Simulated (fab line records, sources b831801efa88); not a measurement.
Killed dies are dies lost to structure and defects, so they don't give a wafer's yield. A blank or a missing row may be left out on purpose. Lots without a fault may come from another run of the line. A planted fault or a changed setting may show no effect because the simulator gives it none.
fab line records | flow sky130
record lots=5 wafers=15 last_day=50
route steps=708 shown METAL5@679 PASSIVATION@681 PAD_OPEN@708
lots that met no fault: from a run of the same line without faults
start_h: hours from the record's first day to the start of the lot's first wafer shown | wait_h: hours since the lot's step before | " the same as in the row above | L1.1+2: a row that stands for several wafers | - no value, or no start given | * or withheld: withheld | < > ~ a bound
route shown NAME@n: a module of which the file shows steps, and the number in the route of the first | usual: mean/standard deviation of fault-free wafers | same: alike in all rows | chamber/n: place in a boat | sites: the reading at each site | _std_site: their standard deviation | _edge_site: outer sites' mean less inner sites' | radius_mm: how far each site lies from the wafer's centre | mask NAME#n: copy n | behind: the tool/chamber that last shaped the wafer | hold: why the lot was held/for how many hours/how that ended | device: the transistor (n, p or np) that didn't switch | end of line: the same wafers' tests at the end of the route | a step without rows: its recipe alone | killed: dies lost to structure and defects at the first sort, not the wafer's yield | map: a wafer's dies, x killed, . not, _ none there
set.NAME: the setting as run; set.NAME@STEP: as run at that earlier step | model.NAME: the simulator's own value behind a step, which no gauge read
lots at some steps of the route; a table a step, a row a wafer
services: from which hour (start_h, from the record's first day; less than 0 if before it) a tool's chamber was out of use, for how many hours, and why
## steps
# step SKY_METAL5_CLEAN_18
# recipe chemistry=IPA time_s=180 temp_c=25
# step SKY_METAL5_CLEAN_19
# recipe chemistry=O3/DIW dry=n2_spin
# step SKY_PASSIVATION_CVD_00
# recipe material=SiO2 target_thk_nm=90 temp_c=400 time_s=withheld rf_w=600
# usual heater_power_w=639/110
# columns lot.wafer tool chamber start_h wait_h heater_power_w
L670.1 pecvd-01 1 1073.01 0.0 544
L670.2 " 2 " " 669
L670.6 " 2 " " 669
L673.1 pecvd-03 2 1096.98 0.0 593
L673.4 " 0 " " 743
L673.6 " 1 " " 706
L677.3 pecvd-03 1 1129.02 0.0 663
L677.4 " 2 " " 601
L677.5 " 2 " " 593
L683.3 pecvd-01 1 1143.35 0.0 516
L683.4 " 1 " " 524
L683.5 " 2 " " 720
L686.2 pecvd-03 0 1161.03 0.0 758
L686.3 " 2 " " 636
L686.6 " 1 " " 627
# step SKY_PASSIVATION_THK_MEAS_01
# recipe reads=SiO2_of_PASSIVATION_CVD_00
# usual PASSIVATION_CVD_00_THK=89.7/1.2
# columns lot.wafer tool chamber start_h wait_h PASSIVATION_CVD_00_THK[nm]
L670.1 film_metro-04 - 1073.04 - 88.6
L670.2 " - " " 89.3
L670.6 " - " " 89.4
L673.1 film_metro-03 - 1097.00 - 87.5
L673.4 " - " " 89.1
L673.6 " - " " 90.2
L677.3 film_metro-03 - 1129.06 - 92.7
L677.4 " - " " 90.3
L677.5 " - " " 91.0
L683.3 film_metro-04 - 1143.40 - 89.1
L683.4 " - " " 91.8
L683.5 " - " " 89.7
L686.2 film_metro-03 - 1161.06 - 89.5
L686.3 " - " " 88.9
L686.6 " - " " 90.7
# step SKY_PASSIVATION_CVD_02
# recipe material=Si3N4 target_thk_nm=540 temp_c=400 time_s=withheld rf_w=450
# usual heater_power_w=668/110
# columns lot.wafer tool chamber start_h wait_h heater_power_w
L670.1 pecvd-03 0 1073.10 0.1 681
L670.2 " 2 " " 620
L670.6 " 0 " " 762
L673.1 pecvd-04 2 1097.06 0.1 532
L673.4 " 2 " " 542
L673.6 " 0 " " 738
L677.3 pecvd-04 0 1129.10 0.0 723
L677.4 " 2 " " 651
L677.5 " 0 " " 700
L683.3 pecvd-03 1 1143.44 0.0 742
L683.4 " 0 " " 810
L683.5 " 2 " " 616
L686.2 pecvd-01 1 1161.11 0.0 642
L686.3 " 0 " " 868
L686.6 " 0 " " 903
# step SKY_PASSIVATION_THK_MEAS_03
# recipe reads=Si3N4_of_PASSIVATION_CVD_02
# usual PASSIVATION_CVD_02_THK=542/6.8
# columns lot.wafer tool chamber start_h wait_h PASSIVATION_CVD_02_THK[nm]
L670.1 film_metro-02 - 1073.43 - 532
L670.2 " - " " 534
L670.6 " - " " 540
L673.1 film_metro-02 - 1097.28 - 545
L673.4 " - " " 546
L673.6 " - " " 545
L677.3 film_metro-04 - 1129.35 - 540
L677.4 " - " " 557
L677.5 " - " " 544
L683.3 film_metro-02 - 1143.68 - 541
L683.4 " - " " 540
L683.5 " - " " 547
L686.2 film_metro-02 - 1161.35 - 536
L686.3 " - " " 537
L686.6 " - " " 550
# step SKY_PASSIVATION_DEHYDRATE_04
# recipe temp_c=200 time_s=60
# step SKY_PASSIVATION_HMDS_05
# recipe prime_time_s=60 prime_temp_c=120
# step SKY_PASSIVATION_COAT_06
# recipe spin_rpm=2000 resist_thk_nm=3000
# step SKY_PASSIVATION_SOFTBAKE_07
# recipe temp_c=110 time_s=withheld
# step SKY_PASSIVATION_EXPOSE_08
# recipe mask_id=NSM target_cd_nm=3000 na=0.57 dose_mj=260
# step SKY_PASSIVATION_PEB_09
# recipe temp_c=115 time_s=withheld
# step SKY_PASSIVATION_DEVELOP_10
# recipe develop_time_s=60 dev_temp_c=23
# columns lot.wafer tool chamber start_h wait_h
L670.1+2+6 litho_track-04 0 1093 -
L673.1+4+6 litho_track-02 0 1116 -
L677.3+4+5 litho_track-02 0 1147 -
L683.3+4+5 litho_track-03 0 1161 -
L686.2+3+6 litho_track-04 0 1178 -
# step SKY_PASSIVATION_ETCH_11
# recipe chemistry=CF4/O2 target_depth_nm=725 stop_on=AlCu source_w=800 bias_w=150 pressure_mtorr=150 cf4_flow_sccm=80 O2_flow_sccm=10 time_s=161.1
# usual drypump_motor_current_A=5.8/0.44 oes_product_au=0.979/0.0074 throttle_valve_pct=5.964/0.0087
# columns lot.wafer tool chamber start_h wait_h drypump_motor_current_A oes_product_au rf_hours_counter_h throttle_valve_pct model.PASSIVATION.cd_nm
L670.1 rie_diel-03 1 1094.01 - 6.3 0.981 19 5.973 3000
L670.2 " 0 " " 6.1 0.968 14 5.955 2999
L670.6 " 3 " " 5.5 0.983 - 5.958 3003
L673.1 rie_diel-04 0 1116.61 - 4.9 0.979 17 5.963 2999
L673.4 " 3 " " 5.8 0.980 10 5.949 2999
L673.6 " 1 " " 5.9 0.974 - 5.968 2994
L677.3 rie_diel-03 0 1147.81 - 6.1 0.989 17 5.974 2978
L677.4 " 2 " " 5.5 1.004 17 5.974 2999
L677.5 " 2 " " 5.5 0.981 - 5.981 2999
L683.3 rie_diel-01 0 1161.45 - 6.4 0.973 28 5.960 2990
L683.4 " 2 " " 5.6 0.976 22 5.960 2988
L683.5 " 2 " " 5.6 0.976 - 5.971 2990
L686.2 rie_diel-03 1 1178.46 - 6.4 0.981 23 5.951 3003
L686.3 " 3 " " 5.5 0.977 2 5.967 3002
L686.6 " 1 " " 6.3 0.983 - 5.970 3005
# step SKY_PASSIVATION_STRIP_12
# recipe chemistry=O2/N2 power_w=1400 pressure_mtorr=1500 platen_temp_c=withheld overash_fraction=0.7 o2_flow_sccm=3000 n2_flow_sccm=300
# usual drypump_motor_current_A=6.10/0.28 o2_flow_sccm=3002/10 oes_product_au=0.660/0.0048 strip_time_to_endpoint_s=31.45/0.12
# columns lot.wafer tool chamber start_h wait_h drypump_motor_current_A o2_flow_sccm oes_product_au rf_hours_counter_h strip_time_to_endpoint_s
L670.1 plasma_asher-02 0 1094.12 0.1 5.75 3002 0.659 33 31.53
L670.2 " 1 " " 6.55 2995 0.668 33 31.76
L670.6 " 0 " " 5.77 2995 0.655 - 31.47
L673.1 plasma_asher-03 0 1116.72 0.1 5.97 2995 0.663 69 31.41
L673.4 " 0 " " 5.99 2996 0.663 - 31.32
L673.6 " 0 " " 5.97 2985 0.655 - 31.77
L677.3 plasma_asher-02 0 1147.95 0.1 5.76 2990 0.659 - 31.47
L677.4 " 1 " " 6.48 3008 0.663 - 31.38
L677.5 " 0 " " 5.74 2994 0.661 - 31.52
L683.3 plasma_asher-01 0 1161.59 0.1 5.81 2993 0.663 - 31.26
L683.4 " 1 " " 6.37 2988 0.666 - 31.34
L683.5 " 0 " " 5.80 2993 0.665 - 31.43
L686.2 plasma_asher-01 1 1178.57 0.1 6.35 3011 0.659 11 31.43
L686.3 " 1 " " 6.35 3017 0.661 - 31.35
L686.6 " 1 " " 6.36 3012 0.654 - 31.37
# step SKY_PAD_OPEN_PROBE_99
# usual defect_limited_yield=82.7/1.8 killed_at_M0_to_M3=44/6.8 killed_at_M4_up=3.2/1.7 killed_at_contacts=24/4.9 killed_at_front_end=14/4.1 killed_at_other=0.2/0.51 killed_dies=85/8.7 killed_open=46/6.8 killed_short=39/6.1 sort_bin_3_pad_short=0.9/0.43 sort_bin_5_function=10.1/1.4 sort_bin_6_memory=6.3/1.1 sort_n_pass=407/8.7 sort_yield_pct=82.7/1.8
# same gross_dies=492 killed_at_back_side=0 sort_bin_4_leakage[%]=0 sort_bin_8_speed[%]=0
# columns lot.wafer tool chamber start_h wait_h defect_limited_yield[%] killed_at_M0_to_M3 killed_at_M4_up killed_at_contacts killed_at_front_end killed_at_other killed_dies killed_open killed_short sort_bin_3_pad_short[%] sort_bin_5_function[%] sort_bin_6_memory[%] sort_n_pass sort_yield_pct[%]
L670.1 prober-01 - 1115.52 0.1 83.1 48 4 18 13 0 83 45 38 1.0 9.1 6.7 409 83.1
L670.2 prober-01 - 1115.57 0.1 80.5 49 3 25 17 2 96 60 36 1.8 12.2 5.5 396 80.5
L670.6 prober-01 - 1115.77 0.2 81.9 50 4 14 20 1 89 45 44 0.4 11.0 6.7 403 81.9
L683.3 prober-01 - 1181.12 0.2 81.5 47 1 23 20 0 91 54 37 1.0 10.8 6.7 401 81.5
L683.4 prober-01 - 1181.17 0.2 82.5 42 4 21 19 0 86 50 36 0.6 10.8 6.1 406 82.5
L683.5 prober-01 - 1181.22 0.2 80.5 41 6 30 19 0 96 53 43 0.6 10.0 8.9 396 80.5
# killed by level:class
L670.1 VIA1:geometric_particle:open=13 CONTACT:geometric_particle:open=12 VIA1:geometric_particle:short=10 VIA3:geometric_particle:open=7 SPACER:geometric_particle:short=4 VIA2:geometric_particle:open=4 FIELD_ISO:geometric_particle:short=3 POLY_GATE:geometric_particle:short=3
L670.2 VIA1:geometric_particle:open=14 CONTACT:geometric_particle:open=10 FIELD_ISO:geometric_particle:open=8 VIA2:geometric_particle:open=8 VIA1:geometric_particle:short=8 SPACER:geometric_particle:open=5 CONTACT:geometric_particle:short=5 VIA3:geometric_particle:open=5
L670.6 VIA1:geometric_particle:open=16 POLY_GATE:geometric_particle:short=8 VIA2:geometric_particle:open=7 VIA3:geometric_particle:open=6 VIA1:geometric_particle:short=6 FIELD_ISO:geometric_particle:open=5 LI_CONTACT:geometric_particle:open=5 METAL2:geometric_particle:short=5
L683.3 VIA1:geometric_particle:open=14 CONTACT:geometric_particle:open=9 FIELD_ISO:geometric_particle:open=6 POLY_GATE:geometric_particle:open=6 CONTACT:geometric_particle:short=6 VIA3:geometric_particle:open=6 METAL2:geometric_particle:short=6 METAL1:geometric_particle:short=5
L683.4 CONTACT:geometric_particle:open=9 VIA1:geometric_particle:open=9 VIA3:geometric_particle:open=9 VIA3:geometric_particle:short=6 LI_CONTACT:geometric_particle:open=5 FIELD_ISO:geometric_particle:short=4 POLY_GATE:geometric_particle:open=4 CONTACT:geometric_particle:short=4
L683.5 VIA1:geometric_particle:open=17 LI_CONTACT:geometric_particle:open=9 CONTACT:geometric_particle:open=9 FIELD_ISO:geometric_particle:short=6 METAL2:geometric_particle:short=5 POLY_GATE:geometric_particle:open=4 LI_CONTACT:geometric_particle:short=4 CONTACT:geometric_particle:short=4
## services
# columns tool chamber start_h hours kind
plasma_asher-01 - 1055.25 9.0 pm
plasma_asher-01 0 1055.25 9.0 vent_cycle
plasma_asher-01 1 1055.25 9.0 vent_cycle
plasma_asher-01 0 1064.25 - clean
plasma_asher-01 1 1064.25 - clean
pecvd-03 2 1066.10 5.5 scheduled_down
rie_diel-04 1 1093.35 5.1 repair
rie_diel-01 0 1107.40 14.0 repair
rie_diel-03 3 1115.86 - clean
rie_diel-03 3 1115.86 15.7 scheduled_down
rie_diel-03 3 1115.86 15.7 vent_cycle
rie_diel-01 - 1123.74 1.4 repair
pecvd-03 0 1123.81 6.2 repair
pecvd-01 2 1133.81 8.5 repair
rie_diel-01 3 1138.53 9.6 repair
pecvd-01 1 1150.56 5.5 scheduled_down
rie_diel-04 1 1156.36 - clean
rie_diel-04 1 1156.36 - consumable_replace:focus_ring
rie_diel-04 1 1156.36 17.1 scheduled_down
pecvd-03 0 1162.76 24.4 repair
plasma_asher-03 - 1163.94 2.9 repair
pecvd-01 2 1165.32 2.1 scheduled_down
rie_diel-04 - 1171.54 2.8 pm
rie_diel-03 - 1171.87 0.3 repair
## key
first_sign none at tools or gauges
model_effect step=SKY_PASSIVATION_ETCH_11 value=PASSIVATION.cd_nm without=3002 struck=2978
met_at SKY_PASSIVATION_DEVELOP_10
struck_wafers L677.3
onset_between 1116 1147
fault kind=process_parameter_drift tool=litho_track-02 chamber=- onset_h=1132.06 steps=SKY_PASSIVATION_DEVELOP_10 channel=develop_time_s offset=* shape=step end_h=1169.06 scope=struck_wafers_only acts_in=* stated=*
